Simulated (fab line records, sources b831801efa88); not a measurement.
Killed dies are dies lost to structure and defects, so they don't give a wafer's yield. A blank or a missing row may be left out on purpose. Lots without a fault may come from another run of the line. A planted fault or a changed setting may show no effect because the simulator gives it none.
A struck lot beside a sound one | flow gf180mcu | 18 steps out of a route of 602
Sound: wafers L716.2, L716.3, L716.5. Struck: wafers L728.3, L728.5, L728.6. The cause comes at the end.
At each step with rows: each side's tool, then ch and its chambers, then its first start. Under that, the readings that differ: sound wafers | struck wafers | difference of the means | sigmas: that difference in standard deviations of wafers without a fault.
alike: readings whose means differ by less than 2 such deviations, and words and numbers that are the same on both sides. not compared: withheld readings, readings that some wafer has no value for, bounds like >300 that may hide the same value, and numbers for which the record gives no deviation and whose values overlap.
The two part at a step that has a row with sigmas, a row that says differs or no value, or rows on one side only. Numbers that don't overlap but have no deviation are shown without sigmas and don't part them. A reading that every wafer of one side lacks parts them only if that side has two wafers or more.

GF_VT_IMPLANT_RS_MEAS_47: measures by four-point-probe.
  sound on film_metro-01, day 10 09:09; struck on film_metro-02, day 13 19:37
  alike: NWELL_RS
GF_VT_IMPLANT_RS_MEAS_48: measures by four-point-probe.
  sound on film_metro-01, day 10 09:16; struck on film_metro-02, day 13 19:44
  reading             | sound          | struck         | difference | sigmas
  LVPWELL_RS (ohm/sq) | 1198 1197 1200 | 1190 1190 1188 | -9         | -3
GF_VT_IMPLANT_RS_MEAS_49: measures by four-point-probe.
  sound on film_metro-01, day 10 09:23; struck on film_metro-02, day 13 19:51
  alike: MVPSD_RS
then, 4 steps without rows for these wafers: GF_VT_IMPLANT_WET_ETCH_50 (etches SiO2 in dHF, target depth 20 nm, time 400 s); GF_DUAL_GATE_CLEAN_00 (cleans in SC1/SC2, time 150 s); GF_DUAL_GATE_CLEAN_01 (cleans in dHF, time 20 s); GF_DUAL_GATE_OXIDATION_02 (stabilise 600 s, purge 300 s, target thk 10.887 nm).
GF_DUAL_GATE_THK_MEAS_03:
  sound on film_metro-03, day 10 12:13; struck on film_metro-01, day 13 22:25
  alike: DUAL_GATE_OXIDATION_00_THK
then, 4 steps without rows for these wafers: GF_DUAL_GATE_DEHYDRATE_04 (time 60 s); GF_DUAL_GATE_HMDS_05 (prime time 60 s); GF_DUAL_GATE_COAT_06 (resist thk 1000 nm); GF_DUAL_GATE_SOFTBAKE_07 (time 60 s).
GF_DUAL_GATE_EXPOSE_08: exposes mask Dualgate, target cd 700 nm.
  sound on iline_stepper-02 ch 0, day 10 21:24; struck on iline_stepper-01 ch 0, day 14 09:02
  reading                           | sound                | struck            | difference | sigmas
  model.DUAL_GATE.overlay_x_nm (nm) | 0.2425 0.2425 0.2425 | 72.71 72.71 72.71 | +72.47     |
  alike: mask
then, 2 steps without rows for these wafers: GF_DUAL_GATE_PEB_09; GF_DUAL_GATE_DEVELOP_10 (develop time 62.31 s).
GF_DUAL_GATE_OVL_MEAS_11:
  sound on overlay-02, day 11 06:12; struck on overlay-02, day 14 19:43
  reading            | sound         | struck         | difference | sigmas
  DUAL_GATE_OVL (nm) | -0.1 -0.1 0.6 | 72.6 68.1 70.5 | +70.3      | +47
then, 1 step without rows for these wafers: GF_DUAL_GATE_WET_ETCH_12 (etches SiO2 in dHF, target depth 13 nm, time 260 s).
GF_PASSIVATION_PROBE_99:
  the record has rows for the sound wafers here (prober-02, day 32 01:56) and none for the struck ones

WHERE THEY PART
First at GF_VT_IMPLANT_RS_MEAS_48; last, within this record, at GF_PASSIVATION_PROBE_99.

WHY: what the simulator had put in
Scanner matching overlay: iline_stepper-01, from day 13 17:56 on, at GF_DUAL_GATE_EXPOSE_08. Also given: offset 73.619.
